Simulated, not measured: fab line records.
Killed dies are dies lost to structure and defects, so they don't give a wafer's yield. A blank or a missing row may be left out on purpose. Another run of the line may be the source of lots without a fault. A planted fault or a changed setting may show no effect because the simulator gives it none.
The tool behind it: which one? :: flow sky130 :: 12 lots, 36 wafers sampled, at 5 steps of a route of 708

## WHAT EACH GAUGE READ, for each wafer
SKY_METAL1_OVL_MEAS_16. Usual: METAL1_OVL 0 nm, standard deviation 6.
lot: L616
measured: day 32 18:29
on: overlay-02
METAL1_OVL (nm): 0 8 1
flag: 

lot: L617
measured: day 33 05:29
on: overlay-01
METAL1_OVL (nm): -6 -4 -2
flag: 

lot: L619
measured: day 33 13:43
on: overlay-01
METAL1_OVL (nm): -1 -8 2
flag: 

lot: L625
measured: day 35 19:12
on: overlay-01
METAL1_OVL (nm): -3 -3 -7
flag: 

lot: L626
measured: day 36 06:23
on: overlay-01
METAL1_OVL (nm): -4 2 8
flag: 

lot: L627
measured: day 36 17:48
on: overlay-01
METAL1_OVL (nm): 0 -10 -1
flag: 

lot: L629
measured: day 37 08:57
on: overlay-01
METAL1_OVL (nm): -5 4 -4
flag: 

lot: L632
measured: day 38 07:02
on: overlay-02
METAL1_OVL (nm): 15 5 2
flag: 

lot: L633
measured: day 38 13:23
on: overlay-02
METAL1_OVL (nm): -6 -10 -7
flag: 

lot: L634
measured: day 38 14:44
on: overlay-01
METAL1_OVL (nm): 5 6 -6
flag: 

lot: L638
measured: day 39 20:58
on: overlay-01
METAL1_OVL (nm): 11 8 4
flag: 

lot: L639
measured: day 39 23:31
on: overlay-01
METAL1_OVL (nm): 3 4 -3
flag: 

SKY_VIA1_RS_MEAS_22: measures by four-point-probe. Usual: VIA1_W_RS 0.432 ohm/sq, standard deviation 0.0042.
lot: L616
measured: day 33 23:25
on: film-metro-01
VIA1_W_RS (ohm/sq): 0.424 0.424 0.429
flag: 

lot: L617
measured: day 34 10:09
on: film-metro-02
VIA1_W_RS (ohm/sq): 0.434 0.435 0.424
flag: 

lot: L619
measured: day 34 18:31
on: film-metro-01
VIA1_W_RS (ohm/sq): 0.429 0.424 0.432
flag: 

lot: L625
measured: day 36 23:23
on: film-metro-01
VIA1_W_RS (ohm/sq): 0.430 0.426 0.424
flag: 

lot: L626
measured: day 37 11:07
on: film-metro-01
VIA1_W_RS (ohm/sq): 0.425 0.426 0.426
flag: 

lot: L627
measured: day 37 22:43
on: film-metro-01
VIA1_W_RS (ohm/sq): 0.434 0.446 0.428
flag: 

lot: L629
measured: day 38 12:57
on: film-metro-02
VIA1_W_RS (ohm/sq): 0.428 0.432 0.433
flag: 

lot: L632
measured: day 39 09:45
on: film-metro-02
VIA1_W_RS (ohm/sq): 0.434 0.437 0.436
flag: 

lot: L633
measured: day 39 16:10
on: film-metro-01
VIA1_W_RS (ohm/sq): 0.429 0.429 0.436
flag: 

lot: L634
measured: day 39 17:56
on: film-metro-01
VIA1_W_RS (ohm/sq): 0.434 0.435 0.431
flag: 

lot: L638
measured: day 41 00:17
on: film-metro-01
VIA1_W_RS (ohm/sq): 0.435 0.439 0.427
flag: 

lot: L639
measured: day 41 01:45
on: film-metro-03
VIA1_W_RS (ohm/sq): 0.436 0.429 0.432
flag: 

SKY_METAL2_RS_MEAS_05: measures by four-point-probe. Usual: METAL2_ALCU_RS 0.1270 ohm/sq, standard deviation 0.0014.
lot: L616
measured: day 34 00:02
on: film-metro-01
METAL2_ALCU_RS (ohm/sq): 0.1260 0.1259 0.1247
flag: 

lot: L617
measured: day 34 10:46
on: film-metro-04
METAL2_ALCU_RS (ohm/sq): 0.1261 0.1278 0.1279
flag: 

lot: L619
measured: day 34 19:08
on: film-metro-04
METAL2_ALCU_RS (ohm/sq): 0.1275 0.1290 0.1278
flag: 

lot: L625
measured: day 37 00:01
on: film-metro-04
METAL2_ALCU_RS (ohm/sq): 0.1261 0.1272 0.1254
flag: 

lot: L626
measured: day 37 11:47
on: film-metro-04
METAL2_ALCU_RS (ohm/sq): 0.1275 0.1276 0.1275
flag: 

lot: L627
measured: day 37 23:20
on: film-metro-03
METAL2_ALCU_RS (ohm/sq): 0.1277 0.1285 0.1278
flag: 

lot: L629
measured: day 38 13:34
on: film-metro-04
METAL2_ALCU_RS (ohm/sq): 0.1242 0.1249 0.1246
flag: 

lot: L632
measured: day 39 10:22
on: film-metro-04
METAL2_ALCU_RS (ohm/sq): 0.1260 0.1250 0.1286
flag: 

lot: L633
measured: day 39 16:47
on: film-metro-03
METAL2_ALCU_RS (ohm/sq): 0.1260 0.1251 0.1264
flag: 

lot: L634
measured: day 39 18:34
on: film-metro-03
METAL2_ALCU_RS (ohm/sq): 0.1283 0.1267 0.1263
flag: 

lot: L638
measured: day 41 00:54
on: film-metro-01
METAL2_ALCU_RS (ohm/sq): 0.1272 0.1267 0.1261
flag: 

lot: L639
measured: day 41 02:22
on: film-metro-03
METAL2_ALCU_RS (ohm/sq): 0.1268 0.1270 0.1258
flag: 

## EACH LOT AND THE TOOL THAT RAN IT (in order: tool; ch and the chambers of the sampled wafers; start)
lot: L616
SKY_VIA1_CVD_21: cvd-w-01 ch 0,1, day 33 23:18
SKY_METAL2_SPUTTER_00: pvd-sputter-01, day 33 23:52

lot: L617
SKY_VIA1_CVD_21: cvd-w-02 ch 0,1, day 34 10:04
SKY_METAL2_SPUTTER_00: pvd-sputter-04, day 34 10:38

lot: L619
SKY_VIA1_CVD_21: cvd-w-01 ch 0,1, day 34 18:23
SKY_METAL2_SPUTTER_00: pvd-sputter-02, day 34 18:56

lot: L625
SKY_VIA1_CVD_21: cvd-w-01 ch 0,1, day 36 23:17
SKY_METAL2_SPUTTER_00: pvd-sputter-04, day 36 23:50

lot: L626
SKY_VIA1_CVD_21: cvd-w-02 ch 0,1, day 37 11:01
SKY_METAL2_SPUTTER_00: pvd-sputter-04, day 37 11:35

lot: L627
SKY_VIA1_CVD_21: cvd-w-02 ch 0,1, day 37 22:36
SKY_METAL2_SPUTTER_00: pvd-sputter-04, day 37 23:11

lot: L629
SKY_VIA1_CVD_21: cvd-w-01 ch 0,1, day 38 12:51
SKY_METAL2_SPUTTER_00: pvd-sputter-02, day 38 13:26

lot: L632
SKY_VIA1_CVD_21: cvd-w-01 ch 0,1, day 39 09:39
SKY_METAL2_SPUTTER_00: pvd-sputter-02, day 39 10:11

lot: L633
SKY_VIA1_CVD_21: cvd-w-01 ch 0,1, day 39 16:04
SKY_METAL2_SPUTTER_00: pvd-sputter-01, day 39 16:37

lot: L634
SKY_VIA1_CVD_21: cvd-w-01 ch 0,1, day 39 17:51
SKY_METAL2_SPUTTER_00: pvd-sputter-02, day 39 18:25

lot: L638
SKY_VIA1_CVD_21: cvd-w-01 ch 0,1, day 41 00:11
SKY_METAL2_SPUTTER_00: pvd-sputter-02, day 41 00:46

lot: L639
SKY_VIA1_CVD_21: cvd-w-01 ch 0,1, day 41 01:40
SKY_METAL2_SPUTTER_00: pvd-sputter-04, day 41 02:14
- SKY_VIA1_CVD_21: deposits W, target thk 270 nm, time 80.902 s.
- SKY_METAL2_SPUTTER_00: material Ti, target thk 15 nm, time 10 s.

## AS READ BY THE TOOLS THEMSELVES (means over the sampled wafers that have a number; for cases with no such wafer, the mark the record gives instead)
SKY_VIA1_CVD_21. Usual: heater-power-w 924 W, standard deviation 67.
lot: L616
tool: cvd-w-01
heater-power-w (W): 975
flag: 

lot: L617
tool: cvd-w-02
heater-power-w (W): 891
flag: 

lot: L619
tool: cvd-w-01
heater-power-w (W): 1039
flag: 

lot: L625
tool: cvd-w-01
heater-power-w (W): 1032
flag: 

lot: L626
tool: cvd-w-02
heater-power-w (W): 886
flag: 

lot: L627
tool: cvd-w-02
heater-power-w (W): 881
flag: 

lot: L629
tool: cvd-w-01
heater-power-w (W): 994
flag: 

lot: L632
tool: cvd-w-01
heater-power-w (W): 919
flag: 

lot: L633
tool: cvd-w-01
heater-power-w (W): 914
flag: 

lot: L634
tool: cvd-w-01
heater-power-w (W): 921
flag: 

lot: L638
tool: cvd-w-01
heater-power-w (W): 932
flag: 

lot: L639
tool: cvd-w-01
heater-power-w (W): 942
flag: 

SKY_METAL2_SPUTTER_00. Usual: throttle-valve-pct 29.7 %, standard deviation 1.4.
lot: L616
tool: pvd-sputter-01
throttle-valve-pct (%): 31.0
flag: 

lot: L617
tool: pvd-sputter-04
throttle-valve-pct (%): 28.9
flag: 

lot: L619
tool: pvd-sputter-02
throttle-valve-pct (%): 29.9
flag: 

lot: L625
tool: pvd-sputter-04
throttle-valve-pct (%): 28.8
flag: 

lot: L626
tool: pvd-sputter-04
throttle-valve-pct (%): 30.0
flag: 

lot: L627
tool: pvd-sputter-04
throttle-valve-pct (%): 29.1
flag: 

lot: L629
tool: pvd-sputter-02
throttle-valve-pct (%): 28.8
flag: 

lot: L632
tool: pvd-sputter-02
throttle-valve-pct (%): 28.8
flag: 

lot: L633
tool: pvd-sputter-01
throttle-valve-pct (%): 30.0
flag: 

lot: L634
tool: pvd-sputter-02
throttle-valve-pct (%): 28.9
flag: 

lot: L638
tool: pvd-sputter-02
throttle-valve-pct (%): 29.2
flag: 

lot: L639
tool: pvd-sputter-04
throttle-valve-pct (%): 28.8
flag: 

## THE ANSWER, worked out from the rows above alone
Rule: lot off if the mean of its wafers having a number is beyond 3 standard deviations from the usual mean. Also off: a lot with no number at a reading for which 4 or more lots have one. Where the step has rows for the other lots, those lots are counted as sound. Order of review: gauges by route order, followed by the tools' own readings, for which a lot's mean as printed above is used. The first step at which some lot is off is used, and at that step the reading that is off furthest; a lot without a number counts as furthest.
Nothing can be told from this: no lot is off at any reading shown.

## WHAT HAD BEEN PUT IN BY THE SIMULATOR
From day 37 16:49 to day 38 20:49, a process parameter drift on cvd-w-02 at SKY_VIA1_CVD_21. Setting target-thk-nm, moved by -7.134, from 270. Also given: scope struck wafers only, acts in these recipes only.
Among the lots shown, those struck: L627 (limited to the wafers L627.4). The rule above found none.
